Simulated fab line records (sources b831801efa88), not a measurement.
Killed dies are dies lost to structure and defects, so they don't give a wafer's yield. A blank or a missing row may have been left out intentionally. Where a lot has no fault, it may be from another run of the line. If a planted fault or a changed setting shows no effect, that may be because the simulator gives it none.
fab line records | flow gf180mcu
[record] lots = 5 | wafers = 15 | last-day = 34
route steps=602 shown LVPWELL@58 MVSD@66 MVPSD@78
lots that met no fault: from a run of the same line without faults
start-h: hours from the record's first day to the start of the lot's first wafer shown | wait-h: how many hours have passed since the lot's step before this one | " the same as in the row above | L1.1+2: one row covering several wafers at once | - value missing, or start not given | * or withheld: withheld | < > ~ a bound
route shown NAME@n: names a module that has steps shown in the file, with the first one's number in the route | usual: mean/standard deviation of fault-free wafers | same: alike in all rows | chamber/n: place in a boat | sites: each site's reading | _std_site: standard deviation of those values | _edge_site: the outer-site mean with the inner-site mean subtracted | radius-mm: how far each site lies from the wafer's centre | mask NAME#n: copy n | behind: tool/chamber where the wafer was last shaped | hold: why the lot was held/for how many hours/how that ended | device: the n, p or np transistor that did not switch | end of line: the route-end tests of the same wafers | a step given without rows: its recipe and nothing more | killed: count of dies lost to structure and defects at first sort (not the wafer's yield) | map: a wafer's dies, x killed, . not, _ none there
set.NAME: setting as actually run; set.NAME@STEP: the setting as run at that earlier step | model.NAME: the simulator's own value behind a step, which no gauge read
a table for each step, a row for each wafer; lots at some steps of the route
services: a tool's chamber out of use, with start hour (start-h, from the record's first day; less than 0 if before it), hours out, and reason
[[steps]]
[step GF_LVPWELL_EXPOSE_04]
[recipe] mask-id = LVPWELL | target-cd-nm = 600 | na = 0.6 | source-shape = conventional | sigma-outer = 0.6 | dose-mj = 260
[step GF_LVPWELL_PEB_05]
[recipe] temp-c = 115 | time-s = withheld
[step GF_LVPWELL_DEVELOP_06]
[recipe] wall-angle-deg = 90 | develop-time-s = 60 | dev-temp-c = 23
[step GF_LVPWELL_OVL_MEAS_07]
[usual] LVPWELL_OVL = 0.8/1.6
lot.wafer | tool       | chamber | start-h | wait-h | LVPWELL_OVL[nm]
L303.3    | overlay-02 | -       | 68.99   | -      | -0.3
L303.4    | "          | -       | "       | "      | -1.3
L303.5    | "          | -       | "       | "      | 1.5
L307.1    | overlay-01 | -       | 92.17   | -      | -0.1
L307.5    | "          | -       | "       | "      | 0.2
L307.6    | "          | -       | "       | "      | 0.1
L317.2    | overlay-01 | -       | 147.31  | -      | 3.6
L317.3    | "          | -       | "       | "      | 1.1
L317.6    | "          | -       | "       | "      | 1.2
L324.2    | overlay-02 | -       | 187.06  | -      | 0.4
L324.4    | "          | -       | "       | "      | 0.7
L324.6    | "          | -       | "       | "      | -0.6
L325.3    | overlay-01 | -       | 193.23  | -      | -0.5
L325.4    | "          | -       | "       | "      | 4.1
L325.5    | "          | -       | "       | "      | 2.0
[step GF_LVPWELL_IMPLANT_08]
[recipe] species = B | energy-kev = 170 | dose-cm2 = 1.5e+13 | tilt-deg = 0
[step GF_LVPWELL_IMPLANT_09]
[recipe] species = B | energy-kev = 60 | dose-cm2 = 5e+12 | tilt-deg = 0
[step GF_LVPWELL_STRIP_10]
[recipe] chemistry = O2/N2 | power-w = 1400 | pressure-mtorr = 1500 | platen-temp-c = 250 | o2-flow-sccm = 3000 | n2-flow-sccm = 300 | overash-fraction = 0.5
[usual] drypump-motor-current-A = 5.8/0.34 | heater-power-w = 295/13 | oes-product-au = 0.722/0.0048 | strip-time-to-endpoint-s = 36.87/0.12
lot.wafer | tool            | chamber | start-h | wait-h | drypump-motor-current-A | heater-power-w | oes-product-au | rf-hours-counter-h | strip-time-to-endpoint-s
L303.3    | plasma-asher-03 | 0       | 69.34   | 0.1    | 5.9                     | 300            | 0.718          | -                  | 36.79
L303.4    | "               | 1       | "       | "      | 5.5                     | 311            | 0.723          | -                  | 36.72
L303.5    | "               | 0       | "       | "      | 6.0                     | 309            | 0.719          | -                  | 36.97
L307.1    | plasma-asher-03 | 0       | 92.51   | 0.1    | 6.0                     | 300            | 0.724          | 45                 | 36.56
L307.5    | "               | 0       | "       | "      | 5.9                     | 300            | 0.724          | -                  | 36.79
L307.6    | "               | 1       | "       | "      | 5.5                     | 312            | 0.714          | -                  | 36.52
L317.2    | plasma-asher-02 | 1       | 147.64  | 0.1    | 6.1                     | 284            | 0.723          | 3                  | 36.67
L317.3    | "               | 1       | "       | "      | 6.1                     | 296            | 0.729          | -                  | 36.75
L317.6    | "               | 1       | "       | "      | 6.1                     | 296            | 0.723          | -                  | 36.86
L324.2    | plasma-asher-02 | 1       | 187.39  | 0.1    | 6.1                     | 286            | 0.727          | 7                  | 36.93
L324.4    | "               | 0       | "       | "      | 5.4                     | 280            | 0.726          | -                  | 36.83
L324.6    | "               | 1       | "       | "      | 6.1                     | 287            | 0.728          | -                  | 36.91
L325.3    | plasma-asher-02 | 1       | 193.59  | 0.1    | 6.1                     | 283            | 0.719          | -                  | 36.96
L325.4    | "               | 0       | "       | "      | 5.3                     | 277            | 0.722          | -                  | 37.02
L325.5    | "               | 1       | "       | "      | 6.1                     | 288            | 0.722          | -                  | 36.91
[step GF_LVPWELL_TW_MEAS_11]
[usual] LVPWELL_TW = 564.4/2.4
lot.wafer | tool          | chamber | start-h | wait-h | LVPWELL_TW
L303.3    | film-metro-01 | -       | 69.43   | 0.1    | 562.1
L303.4    | "             | -       | "       | "      | 564.0
L303.5    | "             | -       | "       | "      | 561.4
L307.1    | film-metro-01 | -       | 92.61   | 0.1    | 563.7
L307.5    | "             | -       | "       | "      | 563.7
L307.6    | "             | -       | "       | "      | 563.2
L317.2    | film-metro-02 | -       | 147.75  | 0.1    | 567.4
L317.3    | "             | -       | "       | "      | 566.0
L317.6    | "             | -       | "       | "      | 570.2
L324.2    | film-metro-02 | -       | 187.50  | 0.1    | 564.9
L324.4    | "             | -       | "       | "      | 565.4
L324.6    | "             | -       | "       | "      | 562.3
L325.3    | film-metro-02 | -       | 193.68  | 0.1    | 567.0
L325.4    | "             | -       | "       | "      | 565.9
L325.5    | "             | -       | "       | "      | 566.2
[step GF_MVSD_DEHYDRATE_00]
[recipe] temp-c = 200 | time-s = 60
[step GF_MVSD_HMDS_01]
[recipe] prime-time-s = 60 | prime-temp-c = 120
[step GF_MVSD_COAT_02]
[recipe] spin-rpm = 2000 | resist-thk-nm = 3000
[step GF_MVSD_SOFTBAKE_03]
[recipe] temp-c = 110 | time-s = withheld
[step GF_MVSD_EXPOSE_04]
[recipe] mask-id = MVSD | target-cd-nm = 1000 | na = 0.6 | source-shape = conventional | sigma-outer = 0.6 | dose-mj = 260
lot.wafer  | tool             | chamber | start-h | wait-h | mask
L303.3+4+5 | iline-stepper-01 | 0       | 76.41   | -      | MVSD#0
L307.1+5+6 | iline-stepper-01 | 0       | 99.77   | -      | LVPWELL#0
L317.2+3+6 | iline-stepper-02 | 0       | 155.47  | -      | MVSD#0
L324.2+4+6 | iline-stepper-02 | 0       | 195.75  | -      | MVSD#0
L325.3+4+5 | iline-stepper-02 | 0       | 202.36  | -      | MVSD#0
[step GF_MVSD_PEB_05]
[recipe] temp-c = 115 | time-s = withheld
[step GF_MVSD_DEVELOP_06]
[recipe] wall-angle-deg = 90 | develop-time-s = 61.14 | dev-temp-c = 23
[step GF_MVSD_OVL_MEAS_07]
[usual] MVSD_OVL = 0.4/1.2
lot.wafer | tool       | chamber | start-h | wait-h | MVSD_OVL[nm]
L303.3    | overlay-01 | -       | 82.61   | -      | 1.1
L303.4    | "          | -       | "       | "      | 0.5
L303.5    | "          | -       | "       | "      | 0.0
L307.1    | overlay-01 | -       | 106.31  | -      | -
L307.5    | "          | -       | "       | "      | -
L307.6    | "          | -       | "       | "      | -
L317.2    | overlay-01 | -       | 163.38  | -      | 0.8
L317.3    | "          | -       | "       | "      | 2.2
L317.6    | "          | -       | "       | "      | -0.6
L324.2    | overlay-02 | -       | 204.98  | -      | -0.6
L324.4    | "          | -       | "       | "      | -0.7
L324.6    | "          | -       | "       | "      | 1.3
L325.3    | overlay-02 | -       | 211.31  | -      | -0.9
L325.4    | "          | -       | "       | "      | 0.1
L325.5    | "          | -       | "       | "      | -0.5
[step GF_MVSD_IMPLANT_08]
[recipe] species = P | energy-kev = 400 | dose-cm2 = 1.6e+13 | tilt-deg = 0
[step GF_MVSD_IMPLANT_09]
[recipe] species = P | energy-kev = 100 | dose-cm2 = 5e+12 | tilt-deg = 0
[step GF_MVSD_STRIP_10]
[recipe] chemistry = O2/N2 | power-w = 1400 | pressure-mtorr = 1500 | platen-temp-c = 250 | o2-flow-sccm = 3000 | n2-flow-sccm = 300 | overash-fraction = 0.5
[usual] drypump-motor-current-A = 5.7/0.46 | heater-power-w = 298/16 | oes-product-au = 0.723/0.0043 | strip-time-to-endpoint-s = 37.04/0.098
lot.wafer | tool            | chamber | start-h | wait-h | drypump-motor-current-A | heater-power-w | oes-product-au | rf-hours-counter-h | strip-time-to-endpoint-s
L303.3    | plasma-asher-01 | 0       | 82.97   | 0.1    | 6.1                     | 321            | 0.725          | -                  | 36.81
L303.4    | "               | 1       | "       | "      | 6.2                     | 279            | 0.720          | -                  | 37.09
L303.5    | "               | 1       | "       | "      | 6.2                     | 279            | 0.722          | -                  | 36.88
L307.1    | plasma-asher-04 | 1       | 106.65  | 0.1    | 5.7                     | 293            | 0.725          | 33                 | 37.02
L307.5    | "               | 0       | "       | "      | 4.9                     | 321            | 0.724          | -                  | 37.04
L307.6    | "               | 1       | "       | "      | 5.7                     | 302            | 0.729          | -                  | 37.05
L317.2    | plasma-asher-04 | 1       | 163.71  | 0.1    | 5.7                     | 297            | 0.725          | 39                 | 37.07
L317.3    | "               | 1       | "       | "      | 5.7                     | 296            | 0.726          | -                  | 37.02
L317.6    | "               | 0       | "       | "      | 5.0                     | 322            | 0.721          | -                  | 37.02
L324.2    | plasma-asher-04 | 1       | 205.31  | 0.1    | 5.7                     | 298            | 0.726          | 44                 | 37.11
L324.4    | "               | 0       | "       | "      | 4.9                     | 320            | 0.730          | -                  | 37.10
L324.6    | "               | 1       | "       | "      | 5.7                     | 296            | 0.725          | -                  | 37.15
L325.3    | plasma-asher-02 | 1       | 211.66  | 0.1    | 6.1                     | 291            | 0.720          | -                  | 37.05
L325.4    | "               | 0       | "       | "      | 5.3                     | 287            | 0.717          | -                  | 36.94
L325.5    | "               | 1       | "       | "      | 6.1                     | 283            | 0.725          | -                  | 36.96
[step GF_MVSD_TW_MEAS_11]
[usual] MVSD_TW = 1593/7.6
lot.wafer | tool          | chamber | start-h | wait-h | MVSD_TW
L303.3    | film-metro-02 | -       | 83.05   | 0.1    | 1604
L303.4    | "             | -       | "       | "      | 1606
L303.5    | "             | -       | "       | "      | 1607
L307.1    | film-metro-01 | -       | 106.75  | 0.1    | 30
L307.5    | "             | -       | "       | "      | 30
L307.6    | "             | -       | "       | "      | 30
L317.2    | film-metro-02 | -       | 163.82  | 0.1    | 1596
L317.3    | "             | -       | "       | "      | 1595
L317.6    | "             | -       | "       | "      | 1590
L324.2    | film-metro-03 | -       | 205.42  | 0.1    | 1603
L324.4    | "             | -       | "       | "      | 1601
L324.6    | "             | -       | "       | "      | 1604
L325.3    | film-metro-02 | -       | 211.75  | 0.1    | 1578
L325.4    | "             | -       | "       | "      | 1588
L325.5    | "             | -       | "       | "      | 1586
[step GF_MVPSD_DEHYDRATE_00]
[recipe] temp-c = 200 | time-s = 60
[[services]]
tool             | chamber | start-h | hours | kind
plasma-asher-01  | -       | 46.19   | 0.8   | repair
iline-stepper-02 | -       | 65.52   | 8.0   | repair
iline-stepper-01 | -       | 84.21   | 1.7   | pm
iline-stepper-02 | -       | 98.08   | 1.7   | pm
iline-stepper-02 | -       | 100.99  | 2.9   | repair
plasma-asher-02  | -       | 108.75  | 9.0   | pm
plasma-asher-02  | 0       | 108.75  | 9.0   | vent-cycle
plasma-asher-02  | 1       | 108.75  | 9.0   | vent-cycle
plasma-asher-02  | 0       | 117.75  | -     | clean
plasma-asher-02  | 1       | 117.75  | -     | clean
iline-stepper-01 | 0       | 196.25  | -     | calibration
iline-stepper-02 | -       | 208.28  | 5.4   | repair
[[key]]
[first-sign] step = GF_MVSD_EXPOSE_04 | reading = mask | direction = changed
[effect] step = GF_MVSD_OVL_MEAS_07 | reading = MVSD_OVL | direction = missing
[effect] step = GF_MVSD_TW_MEAS_11 | reading = MVSD_TW | direction = down | sigmas = 99+ | usual = 1593 | struck = 30
met-at GF_MVSD_EXPOSE_04
struck-wafers L307.1,L307.5,L307.6
sort-left-out L307.1,L307.5,L307.6
tester-left-out L307
onset-between 76.41 99.77
[fault] kind = wrong-mask | tool = any | chamber = - | onset-h = 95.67 | steps = GF_MVSD_EXPOSE_04 | aux-copy = LVPWELL#0 | scope = struck-lots-only
// tester-left-out: of these lots the tester's yield and bins aren't shown, on N5 and GAA mostly nor the transistor test; their killed dies are dies lost to structure and defects alone, not to doping, threshold or leakage, so they don't give the yield
// sort-left-out: the simulated sort isn't trusted on such a fault, so these wafers' sort isn't shown, and their yield isn't known
